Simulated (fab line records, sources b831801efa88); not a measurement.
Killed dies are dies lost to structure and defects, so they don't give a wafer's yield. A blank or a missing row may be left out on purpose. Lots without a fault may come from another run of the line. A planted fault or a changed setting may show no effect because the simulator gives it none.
Chamber matching | flow sky130 | SKY_METAL4_ETCH_17 on rie_diel-04: 4 sister chambers
The step etches SiO2 in C4F8/O2/Ar, stops on TiN, time 3.9 s, target depth 15 nm. 8 wafers are shown with their chamber, then 12 later ones without.

WAFERS WITH THEIR CHAMBER
wafer  | chamber | bias_w (W) | oes_product_au (a.u.)
L082.1 | 0       | 1198       | 0.755
L083.5 | 0       | 1197       | 0.762
L085.3 | 3       | 1195       | 0.770
L085.4 | 2       | 1205       | 0.759
L085.5 | 1       | 1195       | 0.776
L090.2 | 3       | 1196       | 0.742
L090.3 | 1       | 1200       | 0.754
L090.5 | 2       | 1199       | 0.754

WAFERS WITHOUT THEIR CHAMBER
wafer  | bias_w (W) | oes_product_au (a.u.)
L092.2 | 1200       | 0.750
L092.4 | 1201       | 0.761
L092.6 | 1202       | 0.752
L093.2 | 1206       | 0.753
L093.3 | 1204       | 0.764
L093.4 | 1203       | 0.754
L094.1 | 1202       | 0.753
L094.3 | 1206       | 0.748
L094.5 | 1199       | 0.762
L096.2 | 1206       | 0.760
L096.3 | 1204       | 0.759
L096.4 | 1202       | 0.770

WHICH CHAMBER EACH WENT THROUGH
wafer  | from the rows above               | in truth
L092.2 | can't be placed: 2 or 0 or 1 or 3 | 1
L092.4 | can't be placed: 2 or 0 or 1 or 3 | 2
L092.6 | can't be placed: 2 or 0 or 1 or 3 | 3
L093.2 | can't be placed: 2 or 0 or 1      | 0
L093.3 | can't be placed: 2 or 1 or 0      | 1
L093.4 | can't be placed: 2 or 0 or 1      | 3
L094.1 | can't be placed: 2 or 0 or 1      | 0
L094.3 | can't be placed: 2 or 0 or 1      | 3
L094.5 | can't be placed: 1 or 0 or 2 or 3 | 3
L096.2 | can't be placed: 2 or 0 or 1      | 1
L096.3 | can't be placed: 2 or 0 or 1      | 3
L096.4 | can't be placed: 2 or 1 or 0 or 3 | 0
Placed correctly: 0 of 12. Can't be placed from these rows: 12 (the true chamber is among the candidates in 9). Placed wrongly: 0.
How it was worked out, from the rows above alone: a wafer's distance from a chamber is the root of the sum, over the readings, of the square of ((its reading less the chamber's mean) divided by the reading's scatter). The wafer belongs to the nearest chamber; if the next one is less than 2 further off, it can't be placed. A chamber's mean is the mean of its shown wafers. The scatter: the root of (the sum of the squares of (reading less its chamber's mean) over the shown wafers, divided by (wafers less chambers)).
